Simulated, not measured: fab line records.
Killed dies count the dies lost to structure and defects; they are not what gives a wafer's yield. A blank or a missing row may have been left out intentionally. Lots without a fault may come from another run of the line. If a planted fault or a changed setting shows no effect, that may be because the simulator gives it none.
Commonality check across tools    flow sky130    Lots sampled 11, wafers sampled 33

WHY IT WAS OPENED
At SKY_SPACER_THK_MEAS_01 the reading SPACER_CVD_00_THK is flagged on 1 of 11 lots. Wafers without a fault read 43.1 nm, standard deviation 0.42.
Rule: flag the lot when none of its wafers has a number, or when each of its wafers that has one lies beyond 4 standard deviations from that mean. As for the other lots, they are considered sound.

lot   measured      on             SPACER_CVD_00_THK (nm), wafer by wafer  flag
L110  day 24 01:46  film metro-02  42.9 42.8 43.4                          
L111  day 25 11:32  film metro-02  43.6 43.5 43.0                          
L112  day 25 12:46  film metro-04  43.2 43.1 42.8                          
L113  day 25 15:36  film metro-02  43.1 43.1 43.2                          
L115  day 25 22:58  film metro-02  43.0 43.1 43.0                          
L116  day 26 09:31  film metro-03  42.7 43.0 42.9                          
L117  day 26 17:38  film metro-04  42.6 42.2 42.6                          
L119  day 27 09:53  film metro-04  40.0 40.1 39.9                          FLAGGED
L128  day 30 06:06  film metro-04  43.3 43.1 43.2                          
L129  day 30 10:29  film metro-04  43.4 43.3 43.6                          
L130  day 30 20:34  film metro-02  43.6 43.2 43.4                          
Average over the flagged lots: 40.0 nm; offset from the usual -3.1 nm, equal to -7 standard deviations.

WHICH TOOL EACH LOT WENT THROUGH
The record keeps 1 process step preceding the reading, out of 708 steps on the route. In each cell: the tool, then ch and the chambers that the sampled wafers went through, then the start.
lot   flag     SKY_SPACER_CVD_00
L110           lpcvd-02 ch 0, day 24 00:34
L111           lpcvd-02 ch 1, day 25 10:20
L112           lpcvd-02 ch 1, day 25 11:32
L113           lpcvd-02 ch 0, day 25 13:47
L115           lpcvd-02 ch 0, day 25 21:45
L116           lpcvd-02 ch 0, day 26 08:19
L117           lpcvd-02 ch 1, day 26 16:26
L119  FLAGGED  lpcvd-02 ch 0, day 27 08:40
L128           lpcvd-02 ch 1, day 30 04:53
L129           lpcvd-02 ch 0, day 30 09:17
L130           lpcvd-02 ch 1, day 30 19:22
What the steps here do:
- SKY_SPACER_CVD_00: deposits Si3N4 from DCS/NH3, target thk 43.1 nm, time 740 s.
- SKY_SPACER_THK_MEAS_01

FLAGGED OVER TOTAL, TOOL BY TOOL (the gauges that took the reading come last)
step                    tool           lots run  flagged  share of the flagged lots  sound lots run after its first flagged lot
SKY_SPACER_CVD_00       lpcvd-02       11        1        all                        3 (L128,L129,L130)
SKY_SPACER_THK_MEAS_01  film metro-02  5         0        none                       -
SKY_SPACER_THK_MEAS_01  film metro-03  1         0        none                       -
SKY_SPACER_THK_MEAS_01  film metro-04  5         1        all                        2 (L128,L129)

WHAT THE TABLE ALLOWS
Every flagged lot went through 2 rows of the table: lpcvd-02 at SKY_SPACER_CVD_00 and film metro-04 at SKY_SPACER_THK_MEAS_01.
- lpcvd-02 at SKY_SPACER_CVD_00 ran 11 lots, 1 of them flagged. Lots that were sound ran on it after the first flagged one (L128, L129, L130); a persistent fault on the entire tool would not allow that. Its own readings lie more than 4 standard deviations out on every wafer of the flagged lots: pressure mtorr.
- film metro-04 at SKY_SPACER_THK_MEAS_01 ran 5 lots, 1 of them flagged. Lots that were sound ran on it after the first flagged one (L128, L129); a persistent fault on the entire tool would not allow that.
None of the table's rows ran every flagged lot and, after the first, no sound lot.

WHAT THE SIMULATOR HAD PUT IN
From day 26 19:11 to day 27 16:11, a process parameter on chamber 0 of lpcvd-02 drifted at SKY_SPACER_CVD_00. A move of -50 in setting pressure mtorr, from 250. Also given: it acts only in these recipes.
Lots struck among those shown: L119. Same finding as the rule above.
